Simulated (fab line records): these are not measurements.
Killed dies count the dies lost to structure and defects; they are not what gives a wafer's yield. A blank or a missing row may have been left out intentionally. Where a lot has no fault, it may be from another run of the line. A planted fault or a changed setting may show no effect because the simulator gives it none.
A lot that was struck, set against a sound lot | flow sky130 | 17 steps out of a route of 708
Sound: the wafers L125.2, L125.5, L125.6. Struck: wafers L108.2, L108.4, L108.6. The cause is named last.
At each step with rows: each side's tool, then ch and its chambers, then its first start. Under that, the readings that differ: sound wafers | struck wafers | difference of the means | sigmas: that difference in standard deviations of wafers without a fault.
alike: same words and numbers on both sides, and readings whose means sit less than 2 such deviations apart. not compared: any withheld reading, any reading some wafer has no value for, any bound like >300 that may hide the same value, and any number with overlapping values for which the record gives no deviation.
The two part at a step that has a row with sigmas, a row that says differs or no value, or rows on one side only. Numbers that don't overlap but have no deviation are shown without sigmas and don't part them. A reading that every wafer of one side lacks parts them only if that side has two wafers or more.

SKY_VT_ADJUST_LVTN_OVL_MEAS_07:
  sound on overlay-01, day 11 11:30; struck on overlay-02, day 6 16:04
  alike: VT_ADJUST_LVTN_OVL
following that, these wafers have no rows for 1 step: SKY_VT_ADJUST_LVTN_IMPLANT_08.
SKY_VT_ADJUST_LVTN_STRIP_09: strips in O2/N2.
  sound on plasma_asher-04 ch 0,1, day 11 11:41; struck on plasma_asher-02 ch 0,1, day 6 16:15
  alike: drypump_motor_current_A, oes_product_au, strip_time_to_endpoint_s
  not compared: rf_hours_counter_h
SKY_VT_ADJUST_LVTN_TW_MEAS_10:
  sound on film_metro-02, day 11 11:47; struck on film_metro-02, day 6 16:22
  alike: VT_ADJUST_LVTN_TW
then, 7 steps without rows for these wafers: SKY_VT_ADJUST_LVTN_DEHYDRATE_11 (time 60 s); SKY_VT_ADJUST_LVTN_HMDS_12 (prime time 60 s); SKY_VT_ADJUST_LVTN_COAT_13 (resist thk 1140 nm); SKY_VT_ADJUST_LVTN_SOFTBAKE_14 (time 60 s); SKY_VT_ADJUST_LVTN_EXPOSE_15 (exposes mask HVN STD DERIVED, target cd 600 nm); SKY_VT_ADJUST_LVTN_PEB_16; SKY_VT_ADJUST_LVTN_DEVELOP_17 (develop time 60 s).
SKY_VT_ADJUST_LVTN_OVL_MEAS_18:
  sound on overlay-02, day 12 11:24; struck on overlay-02, day 7 11:29
  alike: VT_ADJUST_LVTN_01_OVL
SKY_VT_ADJUST_LVTN_IMPLANT_19:
  sound on implanter-02 ch 0, day 12 11:28; struck on implanter-03 ch 0, day 7 11:51
SKY_VT_ADJUST_LVTN_STRIP_20: strips in O2/N2.
  sound on plasma_asher-03 ch 0,1, day 12 11:35; struck on plasma_asher-02 ch 0,1, day 7 11:59
  alike: drypump_motor_current_A, oes_product_au, strip_time_to_endpoint_s
  not compared: rf_hours_counter_h
SKY_VT_ADJUST_LVTN_TW_MEAS_21:
  sound on film_metro-02, day 12 11:41; struck on film_metro-04, day 7 12:05
  reading             | sound       | struck      | difference | sigmas
  VT_ADJUST_LVTN_2_TW | 192 195 192 | 225 225 226 | +32        | +9
then, 1 step without rows for these wafers: SKY_VT_ADJUST_NCORE_DEHYDRATE_00 (time 60 s).
-- the record jumps here: 38 days lie between the struck wafers' starts before and after (it left off in module VT_ADJUST_NCORE and takes up again in module PAD_OPEN, whose first step shown is number 708 of the route) --
SKY_PAD_OPEN_PROBE_99:
  sound on prober-02, day 49 16:57; struck on prober-02, day 45 11:47
  reading                                    | sound                         | struck                       | difference | sigmas
  model.etest.nfet_16v.r_on_ohm_um           | 1.386e+04 1.377e+04 1.393e+04 | 1.441e+04 1.46e+04 1.437e+04 | +6.067e+02 |
  model.etest.res_pwell_under_gate.rs_ohm_sq | 2292 2312 2292                | 2145 2150 2162               | -146       |
  model.etest.tip_n_5v.rs_ohm_sq             | 1393 1387 1389                | 1482 1470 1471               | +85        |
  model.etest.nfet_g5v0d10v5.r_on_ohm_um     | 1822 1834 1842                | 1953 1957 1908               | +107       |
  model.etest.nfet_g5v0d10v5.drive_ua_um     | 621.8 620.1 614.4             | 582.3 580 592.2              | -33.9      |
  model.etest.nfet_16v.drive_ua_um           | 230.4 229.5 227               | 212.2 209.4 212.7            | -17.5      |
  model.etest.pfet_16v.drive_ua_um           | 250.9 249.9 248               | 257.9 252.1 255.1            | +5.4       |
  alike: killed_at_M0_to_M3, killed_at_M4_up, killed_at_contacts, killed_at_front_end, killed_at_other, killed_dies, killed_open, killed_short
  not compared: model.etest.pfet_16v.r_on_ohm_um

WHERE THEY PART
Within this record, at SKY_VT_ADJUST_LVTN_TW_MEAS_21 only. Later steps at which nothing parts them and some readings are alike: SKY_PAD_OPEN_PROBE_99.

WHY: the cause the simulator had injected
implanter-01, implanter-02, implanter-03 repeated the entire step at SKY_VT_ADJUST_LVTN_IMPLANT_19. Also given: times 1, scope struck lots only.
